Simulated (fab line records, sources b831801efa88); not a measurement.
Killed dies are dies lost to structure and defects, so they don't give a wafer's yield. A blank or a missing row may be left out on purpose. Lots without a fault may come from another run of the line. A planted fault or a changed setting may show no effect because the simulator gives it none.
One fault seen from 2 desks | flow sky130 | each desk has only its own numbers; what lay behind them comes last

THE TOOL OWNER'S DESK: wet_bench-03
The tool's own readings at SKY_FIELD_ISO_WET_ETCH_28 (etches SiO2 in dHF, target depth 23.7 nm, time 47 s): means of the sampled wafers that have a number, for each lot that ran on this tool. A lot is out of limits, marked OUT, if its mean lies more than 4 standard deviations from the usual mean; the brackets give that distance.
Columns: A = run_length_s at SKY_FIELD_ISO_WET_ETCH_28, usual 77 s
lot  | first seen here | A
L201 | day 3 12:03     | 73
L203 | day 4 02:36     | 74
L214 | day 6 06:45     | 40 (-11) OUT
L215 | day 6 12:57     | 40 (-11) OUT
This desk's finding: out of limits on L214, L215; first on L214, day 6 06:45 (run_length_s at SKY_FIELD_ISO_WET_ETCH_28). In limits: L201, L203.

THE METROLOGY DESK
What the gauges read, lot by lot, whatever tool the lot ran on: means of the sampled wafers that have a number. A lot is out of limits, marked OUT, if its mean lies more than 4 standard deviations from the usual mean; the brackets give that distance.
Columns: A = FIELD_ISO_OXIDATION_01_THK at SKY_FIELD_ISO_THK_MEAS_23, usual 9.99 nm; B = FIELD_ISO_CVD_24_THK at SKY_FIELD_ISO_THK_MEAS_25, usual 599 nm; C = NWELL_OXIDATION_THK at SKY_NWELL_THK_MEAS_02, usual 10.01 nm; D = DNWELL_TW at SKY_DNWELL_TW_MEAS_09, usual 1109; E = PWDE_OVL at SKY_PWDE_OVL_MEAS_07, usual -0.1 nm; F = PWDE_TW at SKY_PWDE_TW_MEAS_10, usual 372.5
lot  | first seen here | A     | B   | C     | D    | E    | F
L201 | day 3 09:49     | 9.77  | 591 | 10.11 | 1104 | 0.5  | 370.0
L203 | day 3 20:41     | 10.19 | 597 | 10.27 | 1122 | -0.7 | 372.3
L205 | day 4 07:27     | 10.21 | 610 | 9.85  | 1103 | 0.9  | 377.1
L214 | day 6 04:46     | 10.52 | 606 | 10.00 | 1107 | -0.3 | 369.8
L215 | day 6 10:57     | 10.16 | 595 | 9.73  | 1122 | 0.2  | 368.3
L217 | day 6 21:58     | 10.13 | 599 | 9.82  | 1102 | 1.8  | 375.7
This desk's finding: nothing out of limits on any of the 6 lots.

PUT TOGETHER
The tool owner's desk could have raised an alarm at day 6 06:45, on L214, L215.
The metrology desk saw nothing out of limits.
The metrology desk has L214, L215 on record, within its limits.
Of the lots named, all ran SKY_FIELD_ISO_WET_ETCH_28 on wet_bench-03.

WHAT THE SIMULATOR HAD PUT IN
Process parameter drift: wet_bench-03, from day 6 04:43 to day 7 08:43, at SKY_FIELD_ISO_WET_ETCH_28. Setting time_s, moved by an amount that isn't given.
Lots struck among those shown: L214, L215.
Hours from the fault's start to each desk's first reading out of limits: the tool owner's desk, 2.
